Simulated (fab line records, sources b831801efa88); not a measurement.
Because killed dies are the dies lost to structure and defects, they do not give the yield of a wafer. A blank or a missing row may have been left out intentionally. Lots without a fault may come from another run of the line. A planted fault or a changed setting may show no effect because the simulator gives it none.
The tool behind it: which one? / flow sky130 / 24 lots with 72 wafers sampled at 6 steps, on a route of 708 steps

== WHAT THE GAUGES SHOWED, per wafer ==
SKY_CONTACT_THK_MEAS_03.
lot=L074; measured=day 30 12:58; on=filmMetro-02; CONTACT_HDPCVD_THK (nm)=561 564 565
lot=L075; measured=day 30 16:56; on=filmMetro-03; CONTACT_HDPCVD_THK (nm)=564 563 565
lot=L076; measured=day 31 05:46; on=filmMetro-03; CONTACT_HDPCVD_THK (nm)=556 563 563
lot=L077; measured=day 32 06:38; on=filmMetro-02; CONTACT_HDPCVD_THK (nm)=565 556 565
lot=L078; measured=day 32 15:23; on=filmMetro-03; CONTACT_HDPCVD_THK (nm)=561 568 558
lot=L079; measured=day 33 01:13; on=filmMetro-02; CONTACT_HDPCVD_THK (nm)=559 559 561
lot=L081; measured=day 33 09:23; on=filmMetro-02; CONTACT_HDPCVD_THK (nm)=564 553 557
lot=L080; measured=day 33 10:42; on=filmMetro-03; CONTACT_HDPCVD_THK (nm)=571 564 568
lot=L082; measured=day 34 01:48; on=filmMetro-01; CONTACT_HDPCVD_THK (nm)=563 564 569
lot=L084; measured=day 34 06:05; on=filmMetro-02; CONTACT_HDPCVD_THK (nm)=556 561 560
lot=L083; measured=day 34 10:40; on=filmMetro-03; CONTACT_HDPCVD_THK (nm)=568 565 564
lot=L085; measured=day 34 13:10; on=filmMetro-02; CONTACT_HDPCVD_THK (nm)=567 563 565
lot=L086; measured=day 34 18:47; on=filmMetro-01; CONTACT_HDPCVD_THK (nm)=554 549 552
lot=L087; measured=day 35 14:16; on=filmMetro-02; CONTACT_HDPCVD_THK (nm)=565 566 568
lot=L088; measured=day 35 16:49; on=filmMetro-01; CONTACT_HDPCVD_THK (nm)=560 569 569
lot=L089; measured=day 35 22:07; on=filmMetro-02; CONTACT_HDPCVD_THK (nm)=563 561 563
lot=L090; measured=day 36 02:07; on=filmMetro-01; CONTACT_HDPCVD_THK (nm)=571 566 566
lot=L091; measured=day 36 03:43; on=filmMetro-01; CONTACT_HDPCVD_THK (nm)=560 558 561
lot=L092; measured=day 36 07:31; on=filmMetro-01; CONTACT_HDPCVD_THK (nm)=565 563 569
lot=L093; measured=day 36 20:06; on=filmMetro-03; CONTACT_HDPCVD_THK (nm)=564 565 560
lot=L094; measured=day 37 02:25; on=filmMetro-02; CONTACT_HDPCVD_THK (nm)=567 566 567
lot=L095; measured=day 37 16:08; on=filmMetro-03; CONTACT_HDPCVD_THK (nm)=562 561 561
lot=L096; measured=day 37 16:23; on=filmMetro-03; CONTACT_HDPCVD_THK (nm)=557 564 560
lot=L097; measured=day 37 18:22; on=filmMetro-03; CONTACT_HDPCVD_THK (nm)=571 564 564

SKY_PASSIVATION_THK_MEAS_03.
lot=L074; measured=day 43 21:22; on=filmMetro-03; PASSIVATION_CVD_02_THK (nm)=532 532 534
lot=L075; measured=day 44 01:52; on=filmMetro-03; PASSIVATION_CVD_02_THK (nm)=538 540 556
lot=L076; measured=day 44 12:31; on=filmMetro-04; PASSIVATION_CVD_02_THK (nm)=534 539 540
lot=L077; measured=day 45 10:23; on=filmMetro-04; PASSIVATION_CVD_02_THK (nm)=532 526 542
lot=L078; measured=day 45 17:16; on=filmMetro-04; PASSIVATION_CVD_02_THK (nm)=538 543 546
lot=L079; measured=day 45 23:19; on=filmMetro-03; PASSIVATION_CVD_02_THK (nm)=541 551 544
lot=L081; measured=day 46 03:41; on=filmMetro-03; PASSIVATION_CVD_02_THK (nm)=538 551 551
lot=L080; measured=day 46 06:15; on=filmMetro-03; PASSIVATION_CVD_02_THK (nm)=541 542 544
lot=L082; measured=day 46 20:50; on=filmMetro-03; PASSIVATION_CVD_02_THK (nm)=551 541 545
lot=L084; measured=day 46 22:25; on=filmMetro-03; PASSIVATION_CVD_02_THK (nm)=539 542 548
lot=L083; measured=day 46 23:59; on=filmMetro-03; PASSIVATION_CVD_02_THK (nm)=541 538 548
lot=L085; measured=day 47 00:41; on=filmMetro-04; PASSIVATION_CVD_02_THK (nm)=540 546 552
lot=L086; measured=day 47 08:03; on=filmMetro-04; PASSIVATION_CVD_02_THK (nm)=540 535 541
lot=L087; measured=day 47 21:40; on=filmMetro-03; PASSIVATION_CVD_02_THK (nm)=540 544 554
lot=L088; measured=day 48 01:13; on=filmMetro-03; PASSIVATION_CVD_02_THK (nm)=536 534 543
lot=L089; measured=day 48 05:45; on=filmMetro-04; PASSIVATION_CVD_02_THK (nm)=537 545 541
lot=L090; measured=day 48 07:32; on=filmMetro-02; PASSIVATION_CVD_02_THK (nm)=540 547 548
lot=L091; measured=day 48 09:56; on=filmMetro-02; PASSIVATION_CVD_02_THK (nm)=542 551 540
lot=L092; measured=day 48 12:34; on=filmMetro-03; PASSIVATION_CVD_02_THK (nm)=533 538 541
lot=L093; measured=day 48 18:43; on=filmMetro-03; PASSIVATION_CVD_02_THK (nm)=537 542 561
lot=L094; measured=day 49 01:17; on=filmMetro-02; PASSIVATION_CVD_02_THK (nm)=540 546 545
lot=L095; measured=day 49 11:51; on=filmMetro-02; PASSIVATION_CVD_02_THK (nm)=538 540 548
lot=L096; measured=day 49 12:16; on=filmMetro-03; PASSIVATION_CVD_02_THK (nm)=548 552 557
lot=L097; measured=day 49 12:52; on=filmMetro-02; PASSIVATION_CVD_02_THK (nm)=540 549 549

== TOOL THAT RAN EACH LOT (tool first, then ch and the chambers of the sampled wafers, then the start) ==
lot=L074; SKY_VIA1_CVD_21=cvdW-01 ch 0,1, day 34 03:04; SKY_METAL3_SPUTTER_01=pvdSputter-01, day 36 11:19; SKY_METAL4_ETCH_17=rieDiel-03 ch 0,1,2, day 41 20:01; SKY_VIA4_SPUTTER_17=pvdSputter-02, day 42 20:50
lot=L075; SKY_VIA1_CVD_21=cvdW-01 ch 0,1, day 34 08:13; SKY_METAL3_SPUTTER_01=pvdSputter-02, day 36 16:14; SKY_METAL4_ETCH_17=rieDiel-03 ch 0,2,3, day 42 01:16; SKY_VIA4_SPUTTER_17=pvdSputter-01, day 43 01:40
lot=L076; SKY_VIA1_CVD_21=cvdW-01 ch 0,1, day 34 19:01; SKY_METAL3_SPUTTER_01=pvdSputter-03, day 37 02:18; SKY_METAL4_ETCH_17=rieDiel-01 ch 0,2,3, day 42 11:30; SKY_VIA4_SPUTTER_17=pvdSputter-02, day 43 12:14
lot=L077; SKY_VIA1_CVD_21=cvdW-02 ch 0, day 35 20:08; SKY_METAL3_SPUTTER_01=pvdSputter-03, day 38 04:28; SKY_METAL4_ETCH_17=rieDiel-01 ch 1,3, day 43 10:24; SKY_VIA4_SPUTTER_17=pvdSputter-01, day 44 10:42
lot=L078; SKY_VIA1_CVD_21=cvdW-01 ch 0,1, day 36 02:52; SKY_METAL3_SPUTTER_01=pvdSputter-03, day 38 10:58; SKY_METAL4_ETCH_17=rieDiel-02 ch 0,1,2, day 43 17:08; SKY_VIA4_SPUTTER_17=pvdSputter-04, day 44 17:55
lot=L079; SKY_VIA1_CVD_21=cvdW-01 ch 0,1, day 36 12:34; SKY_METAL3_SPUTTER_01=pvdSputter-02, day 38 20:11; SKY_METAL4_ETCH_17=rieDiel-01 ch 2,3, day 43 23:57; SKY_VIA4_SPUTTER_17=pvdSputter-04, day 45 00:20
lot=L081; SKY_VIA1_CVD_21=cvdW-01 ch 0,1, day 36 19:35; SKY_METAL3_SPUTTER_01=pvdSputter-03, day 39 02:49; SKY_METAL4_ETCH_17=rieDiel-02 ch 1,2,3, day 44 04:46; SKY_VIA4_SPUTTER_17=pvdSputter-01, day 45 04:52
lot=L080; SKY_VIA1_CVD_21=cvdW-01 ch 0,1, day 36 21:17; SKY_METAL3_SPUTTER_01=pvdSputter-03, day 39 05:10; SKY_METAL4_ETCH_17=rieDiel-03 ch 1,2,3, day 44 08:15; SKY_VIA4_SPUTTER_17=pvdSputter-04, day 45 08:20
lot=L082; SKY_VIA1_CVD_21=cvdW-01 ch 0,1, day 37 13:53; SKY_METAL3_SPUTTER_01=pvdSputter-03, day 39 20:37; SKY_METAL4_ETCH_17=rieDiel-03 ch 0,1,3, day 44 23:02; SKY_VIA4_SPUTTER_17=pvdSputter-04, day 45 22:05
lot=L084; SKY_VIA1_CVD_21=cvdW-01 ch 0,1, day 37 16:40; SKY_METAL3_SPUTTER_01=pvdSputter-01, day 39 23:26; SKY_METAL4_ETCH_17=rieDiel-02 ch 1,2, day 45 00:58; SKY_VIA4_SPUTTER_17=pvdSputter-02, day 45 23:33
lot=L083; SKY_VIA1_CVD_21=cvdW-01 ch 0,1, day 37 19:19; SKY_METAL3_SPUTTER_01=pvdSputter-03, day 40 01:13; SKY_METAL4_ETCH_17=rieDiel-01 ch 0,1,3, day 45 02:56; SKY_VIA4_SPUTTER_17=pvdSputter-01, day 46 01:31
lot=L085; SKY_VIA1_CVD_21=cvdW-01 ch 0,1, day 37 23:16; SKY_METAL3_SPUTTER_01=pvdSputter-03, day 40 05:29; SKY_METAL4_ETCH_17=rieDiel-03 ch 0,3, day 45 03:43; SKY_VIA4_SPUTTER_17=pvdSputter-02, day 46 02:29
lot=L086; SKY_VIA1_CVD_21=cvdW-01 ch 0,1, day 38 05:04; SKY_METAL3_SPUTTER_01=pvdSputter-03, day 40 10:33; SKY_METAL4_ETCH_17=rieDiel-02 ch 1,2,3, day 45 10:55; SKY_VIA4_SPUTTER_17=pvdSputter-04, day 46 09:28
lot=L087; SKY_VIA1_CVD_21=cvdW-02 ch 0,1, day 39 00:55; SKY_METAL3_SPUTTER_01=pvdSputter-01, day 41 05:53; SKY_METAL4_ETCH_17=rieDiel-03 ch 0,1,3, day 46 01:27; SKY_VIA4_SPUTTER_17=pvdSputter-04, day 46 23:38
lot=L088; SKY_VIA1_CVD_21=cvdW-02 ch 0, day 39 02:23; SKY_METAL3_SPUTTER_01=pvdSputter-03, day 41 07:47; SKY_METAL4_ETCH_17=rieDiel-02 ch 0,2,3, day 46 04:44; SKY_VIA4_SPUTTER_17=pvdSputter-02, day 47 03:14
lot=L089; SKY_VIA1_CVD_21=cvdW-02 ch 0,1, day 39 07:16; SKY_METAL3_SPUTTER_01=pvdSputter-02, day 41 12:05; SKY_METAL4_ETCH_17=rieDiel-01 ch 1,3, day 46 08:45; SKY_VIA4_SPUTTER_17=pvdSputter-01, day 47 07:32
lot=L090; SKY_VIA1_CVD_21=cvdW-01 ch 0,1, day 39 11:53; SKY_METAL3_SPUTTER_01=pvdSputter-02, day 41 14:59; SKY_METAL4_ETCH_17=rieDiel-03 ch 0,1,2, day 46 11:09; SKY_VIA4_SPUTTER_17=pvdSputter-02, day 47 09:07
lot=L091; SKY_VIA1_CVD_21=cvdW-02 ch 0,1, day 39 13:32; SKY_METAL3_SPUTTER_01=pvdSputter-03, day 41 18:07; SKY_METAL4_ETCH_17=rieDiel-02 ch 1,2,3, day 46 13:50; SKY_VIA4_SPUTTER_17=pvdSputter-04, day 47 12:24
lot=L092; SKY_VIA1_CVD_21=cvdW-01 ch 0,1, day 39 15:46; SKY_METAL3_SPUTTER_01=pvdSputter-03, day 41 20:27; SKY_METAL4_ETCH_17=rieDiel-03 ch 1,2,3, day 46 16:44; SKY_VIA4_SPUTTER_17=pvdSputter-01, day 47 14:44
lot=L093; SKY_VIA1_CVD_21=cvdW-01 ch 0,1, day 40 04:55; SKY_METAL3_SPUTTER_01=pvdSputter-02, day 42 07:52; SKY_METAL4_ETCH_17=rieDiel-03 ch 0,2,3, day 47 00:41; SKY_VIA4_SPUTTER_17=pvdSputter-04, day 47 21:57
lot=L094; SKY_VIA1_CVD_21=cvdW-01 ch 0,1, day 40 11:17; SKY_METAL3_SPUTTER_01=pvdSputter-01, day 42 13:55; SKY_METAL4_ETCH_17=rieDiel-03 ch 0,2,3, day 47 06:25; SKY_VIA4_SPUTTER_17=pvdSputter-02, day 48 04:34
lot=L095; SKY_VIA1_CVD_21=cvdW-02 ch 0,1, day 40 23:02; SKY_METAL3_SPUTTER_01=pvdSputter-03, day 43 01:31; SKY_METAL4_ETCH_17=rieDiel-03 ch 1,2,3, day 47 18:00; SKY_VIA4_SPUTTER_17=pvdSputter-04, day 48 15:35
lot=L096; SKY_VIA1_CVD_21=cvdW-02 ch 0,1, day 41 00:35; SKY_METAL3_SPUTTER_01=pvdSputter-02, day 43 02:13; SKY_METAL4_ETCH_17=rieDiel-01 ch 0,1, day 47 19:00; SKY_VIA4_SPUTTER_17=pvdSputter-02, day 48 16:25
lot=L097; SKY_VIA1_CVD_21=cvdW-01 ch 0,1, day 41 01:38; SKY_METAL3_SPUTTER_01=pvdSputter-01, day 43 03:32; SKY_METAL4_ETCH_17=rieDiel-03 ch 0,1,2, day 47 19:21; SKY_VIA4_SPUTTER_17=pvdSputter-04, day 48 16:41
- SKY_VIA1_CVD_21: deposits W, target thk 270 nm, time 80.902 s.
- SKY_METAL3_SPUTTER_01: material TiN, target thk 20 nm, time 16.7 s.
- SKY_METAL4_ETCH_17: etches SiO2 in C4F8/O2/Ar, stops on TiN, time 3.9 s, target depth 15 nm.
- SKY_VIA4_SPUTTER_17: material TiN, target thk 20 nm, time 80 s.

== AS READ BY THE TOOLS THEMSELVES (means over the sampled wafers that have a number; for cases with no such wafer, the mark the record gives instead) ==
SKY_VIA1_CVD_21.
lot=L074; tool=cvdW-01; heaterPowerW (W)=937
lot=L075; tool=cvdW-01; heaterPowerW (W)=904
lot=L076; tool=cvdW-01; heaterPowerW (W)=910
lot=L077; tool=cvdW-02; heaterPowerW (W)=877
lot=L078; tool=cvdW-01; heaterPowerW (W)=912
lot=L079; tool=cvdW-01; heaterPowerW (W)=928
lot=L081; tool=cvdW-01; heaterPowerW (W)=921
lot=L080; tool=cvdW-01; heaterPowerW (W)=934
lot=L082; tool=cvdW-01; heaterPowerW (W)=949
lot=L084; tool=cvdW-01; heaterPowerW (W)=908
lot=L083; tool=cvdW-01; heaterPowerW (W)=951
lot=L085; tool=cvdW-01; heaterPowerW (W)=904
lot=L086; tool=cvdW-01; heaterPowerW (W)=910
lot=L087; tool=cvdW-02; heaterPowerW (W)=903
lot=L088; tool=cvdW-02; heaterPowerW (W)=885
lot=L089; tool=cvdW-02; heaterPowerW (W)=884
lot=L090; tool=cvdW-01; heaterPowerW (W)=897
lot=L091; tool=cvdW-02; heaterPowerW (W)=896
lot=L092; tool=cvdW-01; heaterPowerW (W)=888
lot=L093; tool=cvdW-01; heaterPowerW (W)=883
lot=L094; tool=cvdW-01; heaterPowerW (W)=910
lot=L095; tool=cvdW-02; heaterPowerW (W)=897
lot=L096; tool=cvdW-02; heaterPowerW (W)=893
lot=L097; tool=cvdW-01; heaterPowerW (W)=898

SKY_METAL3_SPUTTER_01.
lot=L074; tool=pvdSputter-01; throttleValvePct (%)=30.1
lot=L075; tool=pvdSputter-02; throttleValvePct (%)=30.0
lot=L076; tool=pvdSputter-03; throttleValvePct (%)=30.3
lot=L077; tool=pvdSputter-03; throttleValvePct (%)=31.0
lot=L078; tool=pvdSputter-03; throttleValvePct (%)=30.9
lot=L079; tool=pvdSputter-02; throttleValvePct (%)=29.7
lot=L081; tool=pvdSputter-03; throttleValvePct (%)=30.8
lot=L080; tool=pvdSputter-03; throttleValvePct (%)=30.4
lot=L082; tool=pvdSputter-03; throttleValvePct (%)=30.7
lot=L084; tool=pvdSputter-01; throttleValvePct (%)=30.3
lot=L083; tool=pvdSputter-03; throttleValvePct (%)=30.5
lot=L085; tool=pvdSputter-03; throttleValvePct (%)=31.0
lot=L086; tool=pvdSputter-03; throttleValvePct (%)=30.3
lot=L087; tool=pvdSputter-01; throttleValvePct (%)=30.1
lot=L088; tool=pvdSputter-03; throttleValvePct (%)=30.5
lot=L089; tool=pvdSputter-02; throttleValvePct (%)=29.2
lot=L090; tool=pvdSputter-02; throttleValvePct (%)=29.6
lot=L091; tool=pvdSputter-03; throttleValvePct (%)=30.4
lot=L092; tool=pvdSputter-03; throttleValvePct (%)=30.6
lot=L093; tool=pvdSputter-02; throttleValvePct (%)=30.3
lot=L094; tool=pvdSputter-01; throttleValvePct (%)=30.5
lot=L095; tool=pvdSputter-03; throttleValvePct (%)=30.4
lot=L096; tool=pvdSputter-02; throttleValvePct (%)=30.3
lot=L097; tool=pvdSputter-01; throttleValvePct (%)=30.2

SKY_METAL4_ETCH_17.
lot=L074; tool=rieDiel-03; chamberPressureMTorr (mTorr)=39.99; oesProductAu (a.u.)=0.758; rfFwdPowerW (W)=1468
lot=L075; tool=rieDiel-03; chamberPressureMTorr (mTorr)=39.99; oesProductAu (a.u.)=0.754; rfFwdPowerW (W)=1464
lot=L076; tool=rieDiel-01; chamberPressureMTorr (mTorr)=40.02; oesProductAu (a.u.)=0.755; rfFwdPowerW (W)=1474
lot=L077; tool=rieDiel-01; chamberPressureMTorr (mTorr)=40.00; oesProductAu (a.u.)=0.752; rfFwdPowerW (W)=1463
lot=L078; tool=rieDiel-02; chamberPressureMTorr (mTorr)=39.99; oesProductAu (a.u.)=0.760; rfFwdPowerW (W)=1476
lot=L079; tool=rieDiel-01; chamberPressureMTorr (mTorr)=40.00; oesProductAu (a.u.)=0.764; rfFwdPowerW (W)=1480
lot=L081; tool=rieDiel-02; chamberPressureMTorr (mTorr)=40.01; oesProductAu (a.u.)=0.757; rfFwdPowerW (W)=1470
lot=L080; tool=rieDiel-03; chamberPressureMTorr (mTorr)=40.04; oesProductAu (a.u.)=0.761; rfFwdPowerW (W)=1463
lot=L082; tool=rieDiel-03; chamberPressureMTorr (mTorr)=39.97; oesProductAu (a.u.)=0.757; rfFwdPowerW (W)=1466
lot=L084; tool=rieDiel-02; chamberPressureMTorr (mTorr)=39.98; oesProductAu (a.u.)=0.767; rfFwdPowerW (W)=1466
lot=L083; tool=rieDiel-01; chamberPressureMTorr (mTorr)=39.98; oesProductAu (a.u.)=0.749; rfFwdPowerW (W)=1465
lot=L085; tool=rieDiel-03; chamberPressureMTorr (mTorr)=40.04; oesProductAu (a.u.)=0.756; rfFwdPowerW (W)=1466
lot=L086; tool=rieDiel-02; chamberPressureMTorr (mTorr)=39.98; oesProductAu (a.u.)=0.748; rfFwdPowerW (W)=1469
lot=L087; tool=rieDiel-03; chamberPressureMTorr (mTorr)=40.03; oesProductAu (a.u.)=0.755; rfFwdPowerW (W)=1470
lot=L088; tool=rieDiel-02; chamberPressureMTorr (mTorr)=40.01; oesProductAu (a.u.)=0.749; rfFwdPowerW (W)=1466
lot=L089; tool=rieDiel-01; chamberPressureMTorr (mTorr)=39.96; oesProductAu (a.u.)=0.756; rfFwdPowerW (W)=1466
lot=L090; tool=rieDiel-03; chamberPressureMTorr (mTorr)=40.01; oesProductAu (a.u.)=0.751; rfFwdPowerW (W)=1463
lot=L091; tool=rieDiel-02; chamberPressureMTorr (mTorr)=39.99; oesProductAu (a.u.)=0.754; rfFwdPowerW (W)=1473
lot=L092; tool=rieDiel-03; chamberPressureMTorr (mTorr)=40.00; oesProductAu (a.u.)=0.743; rfFwdPowerW (W)=1460
lot=L093; tool=rieDiel-03; chamberPressureMTorr (mTorr)=39.98; oesProductAu (a.u.)=0.752; rfFwdPowerW (W)=1470
lot=L094; tool=rieDiel-03; chamberPressureMTorr (mTorr)=39.98; oesProductAu (a.u.)=0.753; rfFwdPowerW (W)=1466
lot=L095; tool=rieDiel-03; chamberPressureMTorr (mTorr)=40.04; oesProductAu (a.u.)=0.750; rfFwdPowerW (W)=1464
lot=L096; tool=rieDiel-01; chamberPressureMTorr (mTorr)=39.99; oesProductAu (a.u.)=0.755; rfFwdPowerW (W)=1468
lot=L097; tool=rieDiel-03; chamberPressureMTorr (mTorr)=40.00; oesProductAu (a.u.)=0.756; rfFwdPowerW (W)=1462

SKY_VIA4_SPUTTER_17.
lot=L074; tool=pvdSputter-02; throttleValvePct (%)=29.6
lot=L075; tool=pvdSputter-01; throttleValvePct (%)=29.9
lot=L076; tool=pvdSputter-02; throttleValvePct (%)=29.8
lot=L077; tool=pvdSputter-01; throttleValvePct (%)=30.3
lot=L078; tool=pvdSputter-04; throttleValvePct (%)=30.4
lot=L079; tool=pvdSputter-04; throttleValvePct (%)=29.9
lot=L081; tool=pvdSputter-01; throttleValvePct (%)=30.3
lot=L080; tool=pvdSputter-04; throttleValvePct (%)=30.5
lot=L082; tool=pvdSputter-04; throttleValvePct (%)=30.4
lot=L084; tool=pvdSputter-02; throttleValvePct (%)=29.4
lot=L083; tool=pvdSputter-01; throttleValvePct (%)=30.2
lot=L085; tool=pvdSputter-02; throttleValvePct (%)=30.0
lot=L086; tool=pvdSputter-04; throttleValvePct (%)=30.4
lot=L087; tool=pvdSputter-04; throttleValvePct (%)=30.5
lot=L088; tool=pvdSputter-02; throttleValvePct (%)=29.7
lot=L089; tool=pvdSputter-01; throttleValvePct (%)=30.1
lot=L090; tool=pvdSputter-02; throttleValvePct (%)=29.2
lot=L091; tool=pvdSputter-04; throttleValvePct (%)=30.0
lot=L092; tool=pvdSputter-01; throttleValvePct (%)=30.1
lot=L093; tool=pvdSputter-04; throttleValvePct (%)=30.0
lot=L094; tool=pvdSputter-02; throttleValvePct (%)=29.7
lot=L095; tool=pvdSputter-04; throttleValvePct (%)=30.2
lot=L096; tool=pvdSputter-02; throttleValvePct (%)=30.3
lot=L097; tool=pvdSputter-04; throttleValvePct (%)=30.3

== THE ANSWER, worked out from the rows above alone ==
Rule: the usual values come from the lots themselves. Put in order of their means at a reading, lots are off if they are a third of the lots or fewer, leave a main group of 4 or more, and stand apart from it by a gap of 3 or more times the standard deviation of the main group's means; of several such gaps the widest counts. If all means in a main group match to the digits the tables above print for the reading, that group is not used. Also off: a lot with no number at a reading for which 4 or more lots have one. Where the step has rows for the other lots, those lots are counted as sound. Order of review: gauges by route order, followed by the tools' own readings, for which a lot's mean as printed above is used. At the first step where some lot is off, the reading lying furthest off is the one used; lots without a number count as furthest.
Nothing can be told from this: no lot is off at any reading shown.

== WHAT WAS PUT IN BY THE SIMULATOR ==
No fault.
